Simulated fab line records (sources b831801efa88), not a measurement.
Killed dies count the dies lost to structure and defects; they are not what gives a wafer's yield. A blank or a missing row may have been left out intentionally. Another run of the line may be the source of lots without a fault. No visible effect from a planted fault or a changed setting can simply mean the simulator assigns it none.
Split-lot trial / flow sfqLine / 5 lots, 23 wafers read, on a route of 325 steps

## ABOUT THE SPLIT
At SFQ_TRILAYER_I6_VIA_LITHO_PEB_172 (peb time 60 s), the setting pebTempC was moved away from the recipe's 115 C on 9 of the 23 wafers read, by +1.0% to +2.0%. The other wafers ran this setting at the recipe's value.

## FROM SPLIT TO READING: 1 step shown by the file between the two
- SFQ_TRILAYER_I6_VIA_LITHO_DEVELOP_171: time 60 s

## THE READING
I6.cdNm (the simulator's own value, which no gauge read), in nm, at SFQ_TRILAYER_I6_VIA_BARC_OPEN_VIA_ETCH_235 (etches BARC in O2, target depth 125 nm, time 41.7 s). The file gives no usual value for it. Across the 14 wafers here that went through the recipe, the average is 699.9 nm and the standard deviation 1.6 nm.

wafer=L074.1; tool, chamber at the split=lithoTrack-01, 0; pebTempC as run, C=116.1; against the recipe=+1.0%; I6.cdNm, nm=719; against lot-mates on the recipe=+18.0
wafer=L074.2; tool, chamber at the split=lithoTrack-01, 0; pebTempC as run, C=115; against the recipe=recipe; I6.cdNm, nm=702.2; against lot-mates on the recipe=-
wafer=L074.4; tool, chamber at the split=lithoTrack-01, 0; pebTempC as run, C=115; against the recipe=recipe; I6.cdNm, nm=699.7; against lot-mates on the recipe=-
wafer=L074.5; tool, chamber at the split=lithoTrack-01, 0; pebTempC as run, C=116.1; against the recipe=+1.0%; I6.cdNm, nm=717.7; against lot-mates on the recipe=+16.8
wafer=L074.6; tool, chamber at the split=lithoTrack-01, 0; pebTempC as run, C=116.1; against the recipe=+1.0%; I6.cdNm, nm=718.4; against lot-mates on the recipe=+17.4
wafer=L077.4; tool, chamber at the split=lithoTrack-01, 0; pebTempC as run, C=115; against the recipe=recipe; I6.cdNm, nm=698.7; against lot-mates on the recipe=-
wafer=L077.5; tool, chamber at the split=lithoTrack-01, 0; pebTempC as run, C=115; against the recipe=recipe; I6.cdNm, nm=698.2; against lot-mates on the recipe=-
wafer=L077.6; tool, chamber at the split=lithoTrack-01, 0; pebTempC as run, C=115; against the recipe=recipe; I6.cdNm, nm=697.4; against lot-mates on the recipe=-
wafer=L078.1; tool, chamber at the split=lithoTrack-01, 0; pebTempC as run, C=115; against the recipe=recipe; I6.cdNm, nm=699.5; against lot-mates on the recipe=-
wafer=L078.2; tool, chamber at the split=lithoTrack-01, 0; pebTempC as run, C=117.3; against the recipe=+2.0%; I6.cdNm, nm=737.5; against lot-mates on the recipe=+38.2
wafer=L078.4; tool, chamber at the split=lithoTrack-01, 0; pebTempC as run, C=117.3; against the recipe=+2.0%; I6.cdNm, nm=738; against lot-mates on the recipe=+38.8
wafer=L078.5; tool, chamber at the split=lithoTrack-01, 0; pebTempC as run, C=117.3; against the recipe=+2.0%; I6.cdNm, nm=737.7; against lot-mates on the recipe=+38.5
wafer=L078.6; tool, chamber at the split=lithoTrack-01, 0; pebTempC as run, C=115; against the recipe=recipe; I6.cdNm, nm=699; against lot-mates on the recipe=-
wafer=L080.1; tool, chamber at the split=lithoTrack-03, 0; pebTempC as run, C=115; against the recipe=recipe; I6.cdNm, nm=699.9; against lot-mates on the recipe=-
wafer=L080.3; tool, chamber at the split=lithoTrack-03, 0; pebTempC as run, C=115; against the recipe=recipe; I6.cdNm, nm=701.4; against lot-mates on the recipe=-
wafer=L080.4; tool, chamber at the split=lithoTrack-03, 0; pebTempC as run, C=115; against the recipe=recipe; I6.cdNm, nm=702.8; against lot-mates on the recipe=-
wafer=L080.5; tool, chamber at the split=lithoTrack-03, 0; pebTempC as run, C=115; against the recipe=recipe; I6.cdNm, nm=701.2; against lot-mates on the recipe=-
wafer=L080.6; tool, chamber at the split=lithoTrack-03, 0; pebTempC as run, C=115; against the recipe=recipe; I6.cdNm, nm=701.7; against lot-mates on the recipe=-
wafer=L084.1; tool, chamber at the split=lithoTrack-03, 0; pebTempC as run, C=116.2; against the recipe=+1.0%; I6.cdNm, nm=721.5; against lot-mates on the recipe=+23.1
wafer=L084.2; tool, chamber at the split=lithoTrack-03, 0; pebTempC as run, C=116.2; against the recipe=+1.0%; I6.cdNm, nm=718.8; against lot-mates on the recipe=+20.4
wafer=L084.3; tool, chamber at the split=lithoTrack-03, 0; pebTempC as run, C=115; against the recipe=recipe; I6.cdNm, nm=698.5; against lot-mates on the recipe=-
wafer=L084.5; tool, chamber at the split=lithoTrack-03, 0; pebTempC as run, C=115; against the recipe=recipe; I6.cdNm, nm=698.2; against lot-mates on the recipe=-
wafer=L084.6; tool, chamber at the split=lithoTrack-03, 0; pebTempC as run, C=116.2; against the recipe=+1.0%; I6.cdNm, nm=720.7; against lot-mates on the recipe=+22.4

THE FIT
A straight line over all 23 wafers: I6.cdNm changes by +19.1 nm for each +1% of pebTempC; r = +0.99; the points scatter about the line by 1.4 nm.
The same after taking each lot's own level away (the mean of its wafers on the recipe; 23 wafers): +19.4 nm for each +1%; r = +1.00; scatter 1.1 nm.
That fit puts the effect of the largest move of pebTempC on the reading at 39 nm.
Across the lots, their own levels run from 698.10 to 701.40 nm, a range of 2.0 times the standard deviation given above.
The two slopes are in agreement: the lot-to-lot level therefore moves the slope only a little.
Check: for one of the wafers moved furthest among these (+2.0%), held out of the fit, the line's prediction against its lot-mates is +39 nm. It came out at +38.2 nm against them.

## OTHER SPLITS ON THESE WAFERS
Before the reading, these wafers also passed through other splits. Each is held against what the fit with the lots' levels taken away leaves over:
other split on the same wafers=SFQ_TRILAYER_JJ_CE_LITHO_COAT_119 spinRpm; wafers away from the commonest value=11; r with I6.cdNm (lot level and that fit taken away)=+0.20
other split on the same wafers=SFQ_TRILAYER_JJ_CE_BARC_OPEN_RIE_150 pressureMtorr; wafers away from the commonest value=18; r with I6.cdNm (lot level and that fit taken away)=-0.34
other split on the same wafers=SFQ_TRILAYER_M5_LITHO_COAT_128 resistThkNm; wafers away from the commonest value=5; r with I6.cdNm (lot level and that fit taken away)=+0.41
other split on the same wafers=SFQ_TRILAYER_M5_ETCH_METAL_ETCH_126 timeS; wafers away from the commonest value=8; r with I6.cdNm (lot level and that fit taken away)=-0.19
other split on the same wafers=SFQ_TRILAYER_R5_DEP_SPUTTER_132 timeS; wafers away from the commonest value=8; r with I6.cdNm (lot level and that fit taken away)=-0.11
other split on the same wafers=SFQ_TRILAYER_R5_LITHO_PEB_139 pebTimeS; wafers away from the commonest value=6; r with I6.cdNm (lot level and that fit taken away)=-0.05
other split on the same wafers=SFQ_TRILAYER_I5_LITHO_COAT_144 resistThkNm; wafers away from the commonest value=8; r with I6.cdNm (lot level and that fit taken away)=+0.22
other split on the same wafers=SFQ_TRILAYER_I5_ETCH_VIA_ETCH_147 biasW; wafers away from the commonest value=9; r with I6.cdNm (lot level and that fit taken away)=+0.08
other split on the same wafers=SFQ_TRILAYER_C5_BARC_OPEN_VIA_ETCH_210 timeS; wafers away from the commonest value=7; r with I6.cdNm (lot level and that fit taken away)=-0.02
other split on the same wafers=SFQ_TRILAYER_M6_LITHO_COAT_164 spinRpm; wafers away from the commonest value=11; r with I6.cdNm (lot level and that fit taken away)=+0.02
other split on the same wafers=SFQ_TRILAYER_I6_CMP_CMP_166 leaveAboveRefNm; wafers away from the commonest value=10; r with I6.cdNm (lot level and that fit taken away)=+0.11

## THE FILE'S OWN FIT
I6.cdNm changes by +19.4 nm for each +1% of pebTempC, r = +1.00.
